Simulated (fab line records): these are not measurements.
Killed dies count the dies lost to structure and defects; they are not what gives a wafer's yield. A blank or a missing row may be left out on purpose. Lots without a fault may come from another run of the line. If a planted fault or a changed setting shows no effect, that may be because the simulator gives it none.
Struck lot and sound lot, side by side + flow gf180mcu + 22 out of 602 route steps
Sound: the wafers L565.1, L565.4, L565.6. The struck wafers were L572.2, L572.4, L572.5. At the end, the cause is stated.
Each step with rows lists, per side, the tool, then ch with its chambers, then its first start. Under that, the readings that differ: sound wafers + struck wafers + difference of the means + sigmas: that difference in standard deviations of wafers without a fault.
alike: words and numbers the same on both sides, and readings whose means are apart by under 2 such deviations; not compared: readings that were withheld, readings missing a value for some wafer, numbers with overlapping values and no deviation given by the record, and bounds like >300 which may hide the same value.
A row with sigmas, a row that says differs or no value, or rows on one side alone: a step with any of these is where the two part. Numbers that have no deviation but don't overlap get no sigmas and don't part them. Lack of a reading on every wafer of one side parts them only where that side has two or more wafers.

first, 6 steps without rows for these wafers: GF_VT_IMPLANT_HMDS_12 (prime time 60 s); GF_VT_IMPLANT_COAT_13 (resist thk 1000 nm); GF_VT_IMPLANT_SOFTBAKE_14 (time 60 s); GF_VT_IMPLANT_EXPOSE_15 (exposes mask Nwell LV AREA, target cd 860 nm); GF_VT_IMPLANT_PEB_16; GF_VT_IMPLANT_DEVELOP_17 (develop time 60 s).
GF_VT_IMPLANT_OVL_MEAS_18:
  sound on overlay-02, day 7 00:46; struck on overlay-01, day 8 22:46
  alike: VT_IMPLANT_01_OVL
after that, 1 step had no rows for these wafers: GF_VT_IMPLANT_IMPLANT_19.
GF_VT_IMPLANT_STRIP_20: strips in O2/N2.
  sound on plasma_asher-01 ch 0,1, day 7 00:57; struck on plasma_asher-04 ch 1, day 8 22:57
| reading                     | sound          | struck         | difference | sigmas |
|-----------------------------|----------------|----------------|------------|--------|
| drypump_motor_current_A (A) | 5.94 5.93 5.58 | 5.28 5.28 5.29 | -0.53      | -2     |
| heater_power_w (W)          | 324 322 281    | 375 377 374    | +66        | +2     |
  alike: n2_flow_sccm, o2_flow_sccm, oes_product_au, strip_time_to_endpoint_s
  not compared: rf_hours_counter_h
GF_VT_IMPLANT_TW_MEAS_21:
  sound on film_metro-01, day 7 01:04; struck on film_metro-04, day 8 23:04
  alike: VT_IMPLANT_2_TW
then, 2 steps without rows for these wafers: GF_VT_IMPLANT_DEHYDRATE_22 (time 60 s); GF_VT_IMPLANT_HMDS_23 (prime time 60 s).
GF_VT_IMPLANT_COAT_24: resist thk 1000 nm.
  sound on litho_track-01 ch 0, day 7 09:01; struck on litho_track-04 ch 0, day 9 07:10
| reading                                         | sound                | struck               | difference | sigmas      |
|-------------------------------------------------|----------------------|----------------------|------------|-------------|
| spin_speed_rpm (rpm)                            | 3001.7 2997.5 3000.3 | 3479.7 3483.3 3479.0 | +480.8     | +99 or more |
| model.NOVOLAK_of_VT_IMPLANT_COAT_24.thk_nm (nm) | 1003 1003 1004       | 929.9 926.5 930.1    | -74.5      |             |
then, 3 steps without rows for these wafers: GF_VT_IMPLANT_SOFTBAKE_25 (time 60 s); GF_VT_IMPLANT_EXPOSE_26 (exposes mask LVPWELL HV AREA, target cd 860 nm); GF_VT_IMPLANT_PEB_27.
GF_VT_IMPLANT_DEVELOP_28: develop time 60 s.
  sound on litho_track-01 ch 0, day 7 16:58; struck on litho_track-04 ch 0, day 9 15:37
| reading                                         | sound          | struck            | difference | sigmas |
|-------------------------------------------------|----------------|-------------------|------------|--------|
| model.NOVOLAK_of_VT_IMPLANT_COAT_24.thk_nm (nm) | 1002 1002 1003 | 929.5 926.1 929.7 | -73.9      |        |
GF_VT_IMPLANT_OVL_MEAS_29:
  sound on overlay-01, day 7 17:07; struck on overlay-01, day 9 15:45
  alike: VT_IMPLANT_02_OVL
after that, 1 step had no rows for these wafers: GF_VT_IMPLANT_IMPLANT_30.
GF_VT_IMPLANT_STRIP_31: strips in O2/N2.
  sound on plasma_asher-02 ch 0,1, day 7 17:17; struck on plasma_asher-02 ch 0,1, day 9 15:56
| reading                      | sound             | struck            | difference | sigmas |
|------------------------------|-------------------|-------------------|------------|--------|
| strip_time_to_endpoint_s (s) | 12.66 12.67 12.66 | 11.81 11.77 11.82 | -0.86      | -22    |
  alike: drypump_motor_current_A, heater_power_w, n2_flow_sccm, o2_flow_sccm, oes_product_au
  not compared: rf_hours_counter_h
GF_VT_IMPLANT_TW_MEAS_32:
  sound on film_metro-01, day 7 17:23; struck on film_metro-01, day 9 16:02
| reading         | sound             | struck            | difference | sigmas |
|-----------------|-------------------|-------------------|------------|--------|
| VT_IMPLANT_3_TW | 262.2 263.7 263.7 | 267.4 267.1 266.3 | +3.7       | +2     |
GF_PASSIVATION_PROBE_99:
  the record holds rows for the sound wafers here (prober-02, day 30 01:18) but none for the struck ones

## WHERE THEY PART
First at GF_VT_IMPLANT_STRIP_20; last, within this record, at GF_PASSIVATION_PROBE_99.

WHY: what had been put in by the simulator
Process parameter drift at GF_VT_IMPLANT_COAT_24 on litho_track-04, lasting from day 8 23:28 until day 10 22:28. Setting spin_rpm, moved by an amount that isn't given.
